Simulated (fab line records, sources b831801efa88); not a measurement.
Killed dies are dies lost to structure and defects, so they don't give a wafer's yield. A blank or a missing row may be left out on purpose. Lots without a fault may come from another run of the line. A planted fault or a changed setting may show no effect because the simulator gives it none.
Which tool did it? | flow gf180mcu | 6 lots, 18 wafers sampled, at 3 steps of a route of 602

WHAT THE GAUGES READ, wafer by wafer
GF_MIM_RS_MEAS_10: measures by four-point-probe.
lot  | measured     | on            | MIM_ALCU_RS (ohm/sq)
L229 | day 24 19:16 | film_metro-02 | 0.1618 0.1615 0.1613
L235 | day 27 04:25 | film_metro-02 | 0.1585 0.1600 0.1592
L244 | day 30 05:04 | film_metro-04 | 0.1638 0.1640 0.1615
L246 | day 30 21:34 | film_metro-04 | 0.1587 0.1595 0.1593
L248 | day 31 05:36 | film_metro-04 | 0.1616 0.1606 0.1619
L250 | day 31 17:43 | film_metro-01 | 0.1606 0.1590 0.1620

WHICH TOOL RAN EACH LOT (tool, then ch and the chambers of the sampled wafers, then the start)
lot  | GF_V4_STRIP_18                       | GF_V4_SPUTTER_21
L229 | plasma_asher-02 ch 0,1, day 24 17:35 | pvd_sputter-02, day 24 18:10
L235 | plasma_asher-03 ch 0,1, day 27 02:26 | pvd_sputter-04, day 27 03:18
L244 | plasma_asher-03 ch 0,1, day 30 03:26 | pvd_sputter-03, day 30 03:58
L246 | plasma_asher-01 ch 0,1, day 30 19:54 | pvd_sputter-04, day 30 20:26
L248 | plasma_asher-01 ch 0,1, day 31 03:55 | pvd_sputter-02, day 31 04:29
L250 | plasma_asher-01 ch 0,1, day 31 16:05 | pvd_sputter-03, day 31 16:37
- GF_V4_STRIP_18: strips in O2/N2.
- GF_V4_SPUTTER_21: material Ti, target thk 15 nm, time 80.02 s.

THE ANSWER, worked out from the rows above alone
Rule: what is usual is taken from the lots themselves. Put in order of their means at a reading, lots are off if they are a third of the lots or fewer, leave a main group of 4 or more, and stand apart from it by a gap of 3 or more times the standard deviation of the main group's means; of several such gaps the widest counts. A main group whose means are all the same, to the digits that the tables above print for the reading, isn't used. A lot without any number at a reading at which 4 lots or more have one is off too. The other lots that the step has rows for count as sound.
No lot is off at any reading shown: from this, nothing can be told.

WHAT THE SIMULATOR HAD PUT IN
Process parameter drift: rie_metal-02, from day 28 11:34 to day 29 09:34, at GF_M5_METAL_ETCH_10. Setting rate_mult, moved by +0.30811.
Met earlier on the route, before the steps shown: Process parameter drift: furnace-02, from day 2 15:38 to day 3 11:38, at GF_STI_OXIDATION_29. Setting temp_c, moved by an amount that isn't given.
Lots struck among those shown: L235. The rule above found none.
